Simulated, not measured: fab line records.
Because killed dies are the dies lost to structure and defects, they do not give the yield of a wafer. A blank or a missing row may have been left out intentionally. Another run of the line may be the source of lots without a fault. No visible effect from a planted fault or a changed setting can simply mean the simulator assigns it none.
fab line records	flow sky130
record: lots: 6	wafers: 18	last_day: 50
route steps=708 shown LDD_P@263 LDD_HVN@267 LDD_HVP@278 PAD_OPEN@708
lots untouched by any fault: they come from a run of this same line in which no faults occurred
start_h: hours from the record's first day to the start of the lot's first wafer shown	wait_h: hours elapsed since this lot's preceding step	" repeats the value in the row above	L1.1+2: a single row standing in for several wafers	- value missing, or start not given	* or withheld: withheld	< > ~ a bound
route shown NAME@n: NAME is a module with steps in the file, n the number in the route of the first one	usual: the fault-free wafers' mean and standard deviation	same: alike in all rows	chamber/n: place in a boat	sites: the reading at each site	_std_site: standard deviation across them	_edge_site: mean of outer sites minus mean of inner sites	radius_mm: how far each site lies from the wafer's centre	mask NAME#n: copy n	behind: the most recent tool/chamber to have shaped the wafer	hold: the reason the lot was held/the length of the hold in hours/how it ended	device: whichever transistor did not switch (one of n, p or np)	end of line: the same wafers' tests at the end of the route	where a step has no rows: the recipe by itself	killed: dies lost to structure and defects at the first sort, not the wafer's yield	map: a wafer's dies, x killed, . not, _ none there
set.NAME: the setting the step ran with; set.NAME@STEP: the setting that earlier step ran with	model.NAME: the simulator's own value behind a step, which no gauge read
certain route steps with their lots: each step a table, each wafer a row
services: from which hour (start_h, from the record's first day; less than 0 if before it) a tool's chamber was out of use, for how many hours, and why
== steps ==
step: SKY_LDD_P_OVL_MEAS_08
usual: LDD_P_OVL: 0.1/1.3
lot.wafer	tool	chamber	start_h	wait_h	LDD_P_OVL[nm]
L985.1	overlay-02	-	453.03	0.1	3.1
L985.2	"	-	"	"	-1.0
L985.5	"	-	"	"	0.1
L991.2	overlay-01	-	507.25	0.1	0.3
L991.4	"	-	"	"	-1.2
L991.5	"	-	"	"	-1.3
L994.1	overlay-02	-	526.82	0.1	0.8
L994.2	"	-	"	"	0.3
L994.4	"	-	"	"	0.3
L999.4	overlay-01	-	604.35	0.1	0.3
L999.5	"	-	"	"	1.0
L999.6	"	-	"	"	2.6
L100.3	overlay-02	-	605.53	0.1	-2.6
L100.4	"	-	"	"	-0.9
L100.6	"	-	"	"	0.1
L105.1	overlay-01	-	620.38	0.1	0.6
L105.2	"	-	"	"	0.6
L105.3	"	-	"	"	-0.6
step: SKY_LDD_P_IMPLANT_09
recipe: species: BF2	energy_kev: 25	dose_cm2: 1e+13	tilt_deg: withheld
step: SKY_LDD_P_STRIP_10
recipe: chemistry: O2/N2	power_w: 1400	pressure_mtorr: 1500	platen_temp_c: withheld	o2_flow_sccm: 3000	n2_flow_sccm: 300	overash_fraction: 0.5
usual: drypump_motor_current_A: 5.7/0.42	oes_product_au: 0.716/0.0043	strip_time_to_endpoint_s: 14.18/0.039
lot.wafer	tool	chamber	start_h	wait_h	drypump_motor_current_A	oes_product_au	rf_hours_counter_h	strip_time_to_endpoint_s
L985.1	plasma_asher-02	1	453.22	0.1	6.2	0.713	34	14.22
L985.2	"	0	"	"	5.1	0.715	34	14.18
L985.5	"	0	"	"	5.2	0.707	-	14.24
L991.2	plasma_asher-04	0	507.43	0.1	5.7	0.718	7	14.14
L991.4	"	0	"	"	5.7	0.718	-	14.11
L991.5	"	0	"	"	5.7	0.713	-	14.13
L994.1	plasma_asher-02	0	527.01	0.1	5.1	0.715	41	14.21
L994.2	"	1	"	"	6.1	0.717	41	14.20
L994.4	"	0	"	"	5.1	0.716	-	14.20
L999.4	plasma_asher-01	1	604.55	0.1	5.4	0.719	-	14.19
L999.5	"	0	"	"	5.3	0.720	-	14.18
L999.6	"	1	"	"	5.4	0.714	-	14.18
L100.3	plasma_asher-04	1	605.74	0.1	6.0	0.710	-	14.16
L100.4	"	0	"	"	5.7	0.711	-	14.17
L100.6	"	0	"	"	5.7	0.716	-	14.12
L105.1	plasma_asher-04	1	620.57	0.1	6.0	0.718	19	14.18
L105.2	"	0	"	"	5.7	0.718	19	14.13
L105.3	"	1	"	"	6.0	0.718	-	14.15
step: SKY_LDD_P_TW_MEAS_11
usual: LDD_P_TW: 632/11
lot.wafer	tool	chamber	start_h	wait_h	LDD_P_TW
L985.1	film_metro-03	-	453.32	0.1	649
L985.2	"	-	"	"	646
L985.5	"	-	"	"	654
L991.2	film_metro-01	-	507.54	0.1	640
L991.4	"	-	"	"	641
L991.5	"	-	"	"	641
L994.1	film_metro-01	-	527.11	0.1	640
L994.2	"	-	"	"	641
L994.4	"	-	"	"	639
L999.4	film_metro-04	-	604.65	0.1	619
L999.5	"	-	"	"	619
L999.6	"	-	"	"	625
L100.3	film_metro-04	-	605.83	0.1	622
L100.4	"	-	"	"	622
L100.6	"	-	"	"	624
L105.1	film_metro-03	-	620.67	0.1	647
L105.2	"	-	"	"	647
L105.3	"	-	"	"	645
step: SKY_LDD_HVN_DEHYDRATE_00
recipe: temp_c: 200	time_s: 60
step: SKY_LDD_HVN_HMDS_01
recipe: prime_time_s: 60	prime_temp_c: 120
step: SKY_LDD_HVN_COAT_02
recipe: resist: NOVOLAK	spin_rpm: 3000	resist_thk_nm: 300
step: SKY_LDD_HVN_SOFTBAKE_03
recipe: temp_c: 90	time_s: 60	resist: NOVOLAK
step: SKY_LDD_HVN_EXPOSE_04
recipe: mask_id: HVNTM	na: 0.6	source_shape: conventional	sigma_outer: 0.6	polarization: unpolarized	target_cd_nm: 700	dose_mj: 127
step: SKY_LDD_HVN_PEB_05
recipe: temp_c: withheld	time_s: *	resist: NOVOLAK
step: SKY_LDD_HVN_DEVELOP_06
recipe: resist: NOVOLAK	developer: TMAH	develop_time_s: 60	dev_temp_c: 23
step: SKY_LDD_HVN_OVL_MEAS_07
usual: LDD_HVN_OVL: -1.1/1.5
lot.wafer	tool	chamber	start_h	wait_h	LDD_HVN_OVL[nm]
L985.1	overlay-02	-	484.01	0.1	-3.2
L985.2	"	-	"	"	-4.0
L985.5	"	-	"	"	-4.0
L991.2	overlay-01	-	537.26	0.1	-2.7
L991.4	"	-	"	"	-2.4
L991.5	"	-	"	"	-0.8
L994.1	overlay-01	-	556.91	0.1	1.5
L994.2	"	-	"	"	0.4
L994.4	"	-	"	"	-0.9
L999.4	overlay-02	-	632.34	0.1	-0.7
L999.5	"	-	"	"	0.6
L999.6	"	-	"	"	-1.8
L100.3	overlay-02	-	634.38	0.1	0.7
L100.4	"	-	"	"	1.2
L100.6	"	-	"	"	-0.4
L105.1	overlay-02	-	649.11	0.1	-0.4
L105.2	"	-	"	"	-0.5
L105.3	"	-	"	"	0.6
step: SKY_LDD_HVN_IMPLANT_08
recipe: species: P	energy_kev: 60	dose_cm2: 3e+13	tilt_deg: 40
usual: dose_ions_cm2: 3.0004e+13/2.9e+10	faraday_current_uA: 169/3.2
same: implant_ion_amu: 31
lot.wafer	tool	chamber	start_h	wait_h	dose_ions_cm2	faraday_current_uA
L985.1	implanter-02	0	484.05	0.0	2.9965e+13	168
L985.2	"	0	"	"	2.9944e+13	175
L985.5	"	0	"	"	3.0026e+13	174
L991.2	implanter-03	0	537.31	0.0	2.9955e+13	168
L991.4	"	0	"	"	2.9984e+13	160
L991.5	"	0	"	"	3.0022e+13	175
L994.1	implanter-01	0	556.95	0.0	2.9994e+13	166
L994.2	"	0	"	"	3.0001e+13	172
L994.4	"	0	"	"	2.9988e+13	174
L999.4	implanter-01	0	632.43	0.1	1.8063e+13	103
L999.5	"	0	"	"	1.8077e+13	101
L999.6	"	0	"	"	1.8073e+13	100
L100.3	implanter-01	0	634.46	0.1	1.808e+13	102
L100.4	"	0	"	"	1.8094e+13	99
L100.6	"	0	"	"	1.8103e+13	104
L105.1	implanter-03	0	649.15	0.0	3.0022e+13	170
L105.2	"	0	"	"	2.9998e+13	166
L105.3	"	0	"	"	3.0029e+13	162
step: SKY_LDD_HVN_STRIP_09
recipe: chemistry: O2/N2	power_w: 1400	pressure_mtorr: 1500	platen_temp_c: withheld	o2_flow_sccm: 3000	n2_flow_sccm: 300	overash_fraction: 0.5
usual: drypump_motor_current_A: 5.7/0.47	oes_product_au: 0.408/0.0043	strip_time_to_endpoint_s: 4.133/0.016
lot.wafer	tool	chamber	start_h	wait_h	drypump_motor_current_A	oes_product_au	rf_hours_counter_h	strip_time_to_endpoint_s
L985.1	plasma_asher-03	1	484.20	0.1	6.2	0.408	64	4.115
L985.2	"	0	"	"	6.2	0.403	64	4.135
L985.5	"	0	"	"	6.2	0.411	-	4.104
L991.2	plasma_asher-01	1	537.44	0.1	5.5	0.406	87	4.127
L991.4	"	1	"	"	5.5	0.402	-	4.111
L991.5	"	1	"	"	5.5	0.413	-	4.117
L994.1	plasma_asher-02	1	557.10	0.1	6.2	0.414	44	4.138
L994.2	"	0	"	"	5.2	0.411	44	4.141
L994.4	"	0	"	"	5.2	0.410	-	4.139
L999.4	plasma_asher-02	1	632.54	0.1	6.2	0.412	-	4.110
L999.5	"	0	"	"	5.1	0.408	-	4.110
L999.6	"	1	"	"	6.2	0.404	-	4.126
L100.3	plasma_asher-03	0	634.59	0.1	6.2	0.408	-	4.141
L100.4	"	1	"	"	6.2	0.407	-	4.186
L100.6	"	1	"	"	6.2	0.413	-	4.150
L105.1	plasma_asher-03	1	649.30	0.1	6.2	0.402	80	4.095
L105.2	"	0	"	"	6.2	0.407	80	4.118
L105.3	"	0	"	"	6.2	0.403	-	4.112
step: SKY_LDD_HVN_TW_MEAS_10
usual: LDD_HVN_TW: 1432/23
lot.wafer	tool	chamber	start_h	wait_h	LDD_HVN_TW
L985.1	film_metro-04	-	484.30	0.1	1406
L985.2	"	-	"	"	1402
L985.5	"	-	"	"	1405
L991.2	film_metro-01	-	537.55	0.1	1450
L991.4	"	-	"	"	1444
L991.5	"	-	"	"	1444
L994.1	film_metro-01	-	557.20	0.1	1441
L994.2	"	-	"	"	1449
L994.4	"	-	"	"	1449
L999.4	film_metro-04	-	632.64	0.1	1202
L999.5	"	-	"	"	1201
L999.6	"	-	"	"	1201
L100.3	film_metro-04	-	634.68	0.1	1199
L100.4	"	-	"	"	1198
L100.6	"	-	"	"	1191
L105.1	film_metro-02	-	649.40	0.1	1470
L105.2	"	-	"	"	1467
L105.3	"	-	"	"	1460
step: SKY_LDD_HVP_DEHYDRATE_00
recipe: temp_c: 200	time_s: 60
step: SKY_PAD_OPEN_PROBE_99
usual: killed_at_M0_to_M3: 44/6.4	killed_at_M4_up: 3.0/1.8	killed_at_contacts: 24/5	killed_at_front_end: 16/4.3	killed_at_other: 0.4/0.76	killed_dies: 88/8.6	killed_open: 47/7.2	killed_short: 40/5.5
same: gross_dies: 492	killed_at_back_side: 0
lot.wafer	tool	chamber	start_h	wait_h	killed_at_M0_to_M3	killed_at_M4_up	killed_at_contacts	killed_at_front_end	killed_at_other	killed_dies	killed_open	killed_short	model.etest.tip_n_5v.rs_ohm_sq	model.etest.nfet_g5v0d10v5.r_on_ohm_um	model.etest.tip_n_5v.rs_ohm_sq_range	model.etest.nfet_g5v0d10v5.drive_ua_um	model.etest.nfet_05v0_nvt.drive_ua_um	model.etest.res_ndiff_hv.rs_ohm_sq	model.etest.ring_5v.delay_ps	model.etest.nfet_g5v0d10v5.vt_sat_v
L985.1	prober-01	-	1085.55	0.1	49	5	24	7	0	85	47	38	1374	1866	38.91	607.9	580	113.9	44.72	0.7667
L985.2	prober-01	-	1085.60	0.1	54	4	35	12	0	105	56	49	1377	1895	31.1	602.1	569.4	113.5	45.07	0.7617
L985.5	prober-01	-	1085.75	0.2	45	1	18	20	0	84	42	42	1363	1894	20.42	595.2	573.7	112.5	45.37	0.7691
L991.2	prober-01	-	1122.93	0.1	41	2	29	16	2	90	46	44	1391	1902	43.48	589.7	567.5	112.8	45.31	0.7793
L991.4	prober-01	-	1123.03	0.2	44	2	25	15	2	88	45	42	1382	1931	41.76	595.4	567.9	112.9	45.4	0.7664
L991.5	prober-01	-	1123.08	0.2	36	2	20	14	1	73	41	32	1389	1907	24.15	591.7	565.5	112.8	45.59	0.7754
L994.1	prober-02	-	1134.21	0.1	47	7	19	20	0	93	43	49	1400	1926	43	598.6	564.5	113.7	44.8	0.783
L994.2	prober-02	-	1134.26	0.1	37	3	22	23	1	86	50	36	1392	1887	21.68	594.1	572.6	113.6	45.17	0.7919
L994.4	prober-02	-	1134.36	0.2	47	3	22	21	0	93	56	37	1394	1904	36.13	600.2	573.5	113.8	44.3	0.7681
L999.4	prober-01	-	1180.21	0.2	41	0	23	14	0	78	41	37	2062	2007	76.49	576.3	560.5	117.8	46.2	0.7873
L999.5	prober-01	-	1180.26	0.2	32	2	21	26	3	84	48	33	2064	1998	62.55	580.7	561.9	118	45.75	0.7912
L999.6	prober-01	-	1180.31	0.2	47	1	23	21	0	92	48	43	2052	1984	68.25	582.7	563.3	117.5	45.58	0.7945
L100.3	prober-01	-	1181.66	0.2	36	4	20	14	0	74	38	35	2051	1974	60.18	576.8	561.8	115.9	45.64	0.7857
L100.4	prober-01	-	1181.71	0.2	40	2	24	17	0	83	47	36	2058	1968	53.87	587.5	570.3	116.3	44.79	0.7695
L100.6	prober-01	-	1181.81	0.2	50	4	31	14	0	99	60	38	2055	2005	59	589.4	567	115.8	45.45	0.7914
L105.1	prober-01	-	1191.87	0.1	46	3	22	17	1	89	43	45	1362	1926	20.45	597.8	566.9	115	45.41	0.7501
L105.2	prober-01	-	1191.92	0.1	44	6	22	9	0	81	40	41	1373	1913	35.58	605.1	570.9	115.1	45.42	0.7501
L105.3	prober-01	-	1191.97	0.2	43	2	19	16	3	83	42	39	1369	1894	31.66	611.3	573.8	115.4	45.01	0.742
killed by level:class
L985.1 VIA1:geometric_particle:open=15 LI_CONTACT:geometric_particle:open=10 VIA3:geometric_particle:open=8 VIA1:geometric_particle:short=5 METAL2:geometric_particle:short=5 CONTACT:geometric_particle:open=4 LOCAL_INTERCONNECT:geometric_particle:short=4 VIA2:geometric_particle:short=4
L985.2 VIA1:geometric_particle:open=15 CONTACT:geometric_particle:open=14 VIA1:geometric_particle:short=11 VIA3:geometric_particle:open=7 LOCAL_INTERCONNECT:geometric_particle:short=7 METAL1:geometric_particle:short=7 LI_CONTACT:geometric_particle:open=6 VIA2:geometric_particle:open=6
L985.5 VIA1:geometric_particle:open=13 METAL1:geometric_particle:short=10 FIELD_ISO:geometric_particle:short=5 CONTACT:geometric_particle:open=5 VIA2:geometric_particle:open=5 LI_CONTACT:geometric_particle:open=4 CONTACT:geometric_particle:short=4 VIA3:geometric_particle:short=4
L991.2 CONTACT:geometric_particle:open=10 VIA1:geometric_particle:open=9 VIA2:geometric_particle:open=9 CONTACT:geometric_particle:short=8 POLY_GATE:geometric_particle:short=7 VIA3:geometric_particle:open=5 LI_CONTACT:geometric_particle:short=4 LI_CONTACT:geometric_particle:open=4
L991.4 CONTACT:geometric_particle:open=7 CONTACT:geometric_particle:short=7 VIA2:geometric_particle:open=7 METAL1:geometric_particle:short=6 LI_CONTACT:geometric_particle:open=6 FIELD_ISO:geometric_particle:open=5 VIA1:geometric_particle:open=5 METAL2:geometric_particle:short=5
L991.5 VIA3:geometric_particle:open=10 CONTACT:geometric_particle:short=6 VIA1:geometric_particle:open=6 LI_CONTACT:geometric_particle:open=5 CONTACT:geometric_particle:open=5 METAL2:geometric_particle:short=5 FIELD_ISO:geometric_particle:open=4 POLY_GATE:geometric_particle:short=3
L994.1 CONTACT:geometric_particle:open=10 METAL2:geometric_particle:short=10 VIA1:geometric_particle:open=7 VIA3:geometric_particle:open=6 FIELD_ISO:geometric_particle:open=5 FIELD_ISO:geometric_particle:short=5 METAL4:geometric_particle:short=5 POLY_GATE:geometric_particle:open=4
L994.2 VIA1:geometric_particle:open=11 FIELD_ISO:geometric_particle:open=8 LI_CONTACT:geometric_particle:open=7 METAL1:geometric_particle:short=6 CONTACT:geometric_particle:open=6 CONTACT:geometric_particle:short=5 VIA3:geometric_particle:open=5 POLY_GATE:geometric_particle:open=4
L994.4 CONTACT:geometric_particle:open=10 VIA1:geometric_particle:open=8 LI_CONTACT:geometric_particle:open=7 VIA3:geometric_particle:open=7 POLY_GATE:geometric_particle:open=6 VIA2:geometric_particle:open=6 METAL2:geometric_particle:short=5 METAL1:geometric_particle:short=5
L999.4 VIA1:geometric_particle:open=11 CONTACT:geometric_particle:open=8 LI_CONTACT:geometric_particle:open=6 VIA2:geometric_particle:open=6 METAL1:geometric_particle:short=6 VIA3:geometric_particle:open=6 FIELD_ISO:geometric_particle:short=5 LI_CONTACT:geometric_particle:short=4
L999.5 POLY_GATE:geometric_particle:open=9 CONTACT:geometric_particle:open=9 VIA1:geometric_particle:open=6 VIA2:geometric_particle:open=6 POLY_GATE:geometric_particle:short=5 LI_CONTACT:geometric_particle:open=4 CONTACT:geometric_particle:short=4 VIA3:geometric_particle:short=4
L999.6 VIA1:geometric_particle:open=8 CONTACT:geometric_particle:open=8 VIA2:geometric_particle:open=7 VIA3:geometric_particle:open=7 METAL1:geometric_particle:short=6 LOCAL_INTERCONNECT:geometric_particle:short=5 CONTACT:geometric_particle:short=5 VIA1:geometric_particle:short=4
L100.3 LI_CONTACT:geometric_particle:short=7 VIA3:geometric_particle:open=7 VIA1:geometric_particle:open=6 POLY_GATE:geometric_particle:open=5 LI_CONTACT:geometric_particle:open=5 VIA2:geometric_particle:open=5 VIA3:geometric_particle:short=5 POLY_GATE:geometric_particle:short=4
L100.4 LI_CONTACT:geometric_particle:open=9 METAL2:geometric_particle:short=8 VIA2:geometric_particle:open=8 VIA1:geometric_particle:open=7 CONTACT:geometric_particle:open=6 POLY_GATE:geometric_particle:open=5 POLY_GATE:geometric_particle:short=5 VIA3:geometric_particle:open=5
L100.6 VIA2:geometric_particle:open=15 CONTACT:geometric_particle:open=14 VIA1:geometric_particle:open=9 LI_CONTACT:geometric_particle:open=7 LOCAL_INTERCONNECT:geometric_particle:short=7 VIA3:geometric_particle:open=4 METAL2:geometric_particle:short=4 VIA3:geometric_particle:short=4
L105.1 VIA1:geometric_particle:open=10 LI_CONTACT:geometric_particle:open=9 VIA1:geometric_particle:short=8 VIA3:geometric_particle:open=7 METAL2:geometric_particle:short=6 LOCAL_INTERCONNECT:geometric_particle:short=5 METAL1:geometric_particle:short=5 VIA2:geometric_particle:open=5
L105.2 VIA1:geometric_particle:open=10 LI_CONTACT:geometric_particle:open=9 METAL2:geometric_particle:short=7 VIA3:geometric_particle:open=6 VIA1:geometric_particle:short=5 LOCAL_INTERCONNECT:geometric_particle:short=4 METAL4:geometric_particle:short=4 LI_CONTACT:geometric_particle:short=3
L105.3 VIA1:geometric_particle:open=11 CONTACT:geometric_particle:open=7 METAL2:geometric_particle:short=7 VIA2:geometric_particle:open=7 FIELD_ISO:geometric_particle:short=6 METAL1:geometric_particle:short=6 LI_CONTACT:geometric_particle:open=5 LOCAL_INTERCONNECT:geometric_particle:short=4
== services ==
tool	chamber	start_h	hours	kind
plasma_asher-04	0	430.25	-	clean
plasma_asher-04	1	430.25	-	clean
implanter-02	-	444.02	4.9	pm
implanter-02	-	456.54	6.3	repair
plasma_asher-02	-	470.61	3.7	repair
plasma_asher-04	-	513.86	2.8	repair
implanter-01	-	522.53	4.2	repair
implanter-03	-	558.72	3.1	pm
implanter-01	-	560.01	5.1	repair
plasma_asher-03	-	565.38	2.8	pm
implanter-03	-	571.96	2.7	repair
plasma_asher-03	-	582.89	2.7	repair
implanter-01	-	590.93	0.8	repair
plasma_asher-03	-	630.04	1.9	repair
implanter-02	-	634.52	167.2	pm
implanter-01	-	637.06	18.5	repair
== key ==
first_sign: step: SKY_LDD_HVN_IMPLANT_08	reading: dose_ions_cm2	direction: down	sigmas: 99+	usual: *	struck: *
effect: step: SKY_LDD_HVN_IMPLANT_08	reading: faraday_current_uA	direction: down	sigmas: 21	usual: 169	struck: 102
effect: step: SKY_LDD_HVN_TW_MEAS_10	reading: LDD_HVN_TW	direction: down	sigmas: 10	usual: 1432	struck: 1199
model_effect: step: SKY_PAD_OPEN_PROBE_99	value: etest.tip_n_5v.rs_ohm_sq	without: 1384	struck: 2057
met_at SKY_LDD_HVN_IMPLANT_08
struck_wafers L999.4,L999.5,L999.6,L100.3,L100.4,L100.6
tester_left_out L999,L100
onset_between 556.95 632.43
fault: kind: process_parameter_drift	tool: implanter-01	chamber: -	onset_h: 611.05	steps: SKY_LDD_HVN_IMPLANT_08	channel: dose_cm2	offset: *	shape: step	end_h: 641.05	acts_in: *	stated: *
tester_left_out: of these lots the tester's yield and bins aren't shown, on N5 and GAA mostly nor the transistor test; their killed dies are dies lost to structure and defects alone, not to doping, threshold or leakage, so they don't give the yield
